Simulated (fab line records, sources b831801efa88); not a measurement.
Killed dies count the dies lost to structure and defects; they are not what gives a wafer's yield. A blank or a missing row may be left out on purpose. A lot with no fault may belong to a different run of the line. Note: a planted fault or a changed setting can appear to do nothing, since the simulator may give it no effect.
8D (eight disciplines) problem report, filled in by code || flow sky130 || the parts of the form that need people (team, actions taken, sign-off) are left out

1. THE ISSUE
Wafers without a fault read 74.1 s, standard deviation 0.53; run_length_s at SKY_FIELD_ISO_ETCH_14 reads a mean of 47.8 s on 3 wafers belonging to 2 lots. That puts it -50 standard deviations away from the usual mean.
The step: etches BARC in N2/H2, stops on SiO2, time 45.9 s, target depth 60 nm.
First seen on wafer L735.1, day 5 19:41, on rie_diel-04. Wafers with a number at this step in the record: 42, from 14 lots. Rule for "out" (also "out of limits"): further than 4 standard deviations from the usual mean. All remaining wafers that have a number are taken as sound.

2. WHAT IT IS; WHAT IT IS NOT
{"question": "which readings at this step", "is": "run_length_s, oes_product_au", "is not": "drypump_motor_current_A, n2_flow_sccm"}
{"question": "which lots", "is": "L735, L738", "is not": "L719, L721, L722, L723, L724, L726, L728, L730, L734, L740, L741, L742"}
{"question": "which wafers of those lots", "is": "L735.1, L735.5, L738.1", "is not": "L735.6, L738.2, L738.5"}
{"question": "read on which tools", "is": "rie_diel-04", "is not": "rie_diel-02, rie_diel-03"}
{"question": "when", "is": "from day 5 19:41", "is not": "up to then (28 sound wafers); but 11 sound wafers of L738, L740, L741, L742 came after"}

3. WHAT RULES OUT EACH SUSPECT
Counting: any tool at a process step up to the reading remains a suspect provided it ran every lot that is out. Sound lots after the first of them don't rule it out here, since some wafers of a struck lot are sound.
- rie_diel-04 at SKY_FIELD_ISO_ETCH_14 (etches BARC in N2/H2, stops on SiO2, time 45.9 s, target depth 60 nm): kept. It ran every lot that is out, first L735 (day 5 19:41); its last sound lot up to then is L730 (day 4 14:29). Out on those wafers are its own readings of oes_product_au, run_length_s.
- At SKY_FIELD_ISO_ETCH_14, inside rie_diel-04: chamber 1 took the wafers that are out, while their sound lot-mates went through chambers 0, 3.
After counting, what remains is rie_diel-04 at SKY_FIELD_ISO_ETCH_14.

4. THE CAUSE (what the simulator had put in)
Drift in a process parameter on rie_diel-04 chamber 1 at SKY_FIELD_ISO_ETCH_14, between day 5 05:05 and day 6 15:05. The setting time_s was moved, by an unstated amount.
This tool alone remained once counting was done.

5. THE EFFECT CHAIN, in route order
One row per reading whose mean, taken over the struck wafers that have a number, lies over 3 standard deviations from the usual. Only readings whose record carries a usual standard deviation are examined. hours: median over the lots of the time between each lot's start at the first step of this table that gives one and its start at this step. sigmas: the change, counted in usual standard deviations.
{"hours": 0, "step": "SKY_FIELD_ISO_ETCH_14", "reading": "oes_product_au", "usual": "0.855 a.u.", "on struck wafers": 1.004, "change": "+0.149", "sigmas": "+30"}
{"hours": 0, "step": "SKY_FIELD_ISO_ETCH_14", "reading": "run_length_s", "usual": "74.1 s", "on struck wafers": 47.8, "change": -26.3, "sigmas": -50}
{"hours": 0, "step": "SKY_FIELD_ISO_ETCH_15", "reading": "oes_product_au", "usual": "0.945 a.u.", "on struck wafers": 0.371, "change": -0.574, "sigmas": -83}
{"hours": 0, "step": "SKY_FIELD_ISO_ETCH_15", "reading": "throttle_valve_pct", "usual": "8.844 %", "on struck wafers": 8.676, "change": -0.168, "sigmas": -18}
It contains these process steps:
- SKY_FIELD_ISO_ETCH_14: etches BARC in N2/H2, stops on SiO2, time 45.9 s, target depth 60 nm.
- SKY_FIELD_ISO_ETCH_15: etches the open film in CHF3/O2, stops on Si, target depth 180 nm, time 72 s.
Readings that are blank on the struck wafers while sound wafers have them: PWDE_OVL at SKY_PWDE_OVL_MEAS_07; NWELL_00_OVL at SKY_NWELL_OVL_MEAS_10; cd_nm at SKY_VT_ADJUST_HVTP_CD_MEAS_07.
At these later measuring or inspecting steps, every struck wafer for which the step has a row has a number for every such reading, and none has moved that far: SKY_NWELL_RS_MEAS_29.

6. WHAT WOULD HAVE CAUGHT IT SOONER
In this record no reading fell out of limits until day 5 19:41, 15 hours after the fault had begun at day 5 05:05.
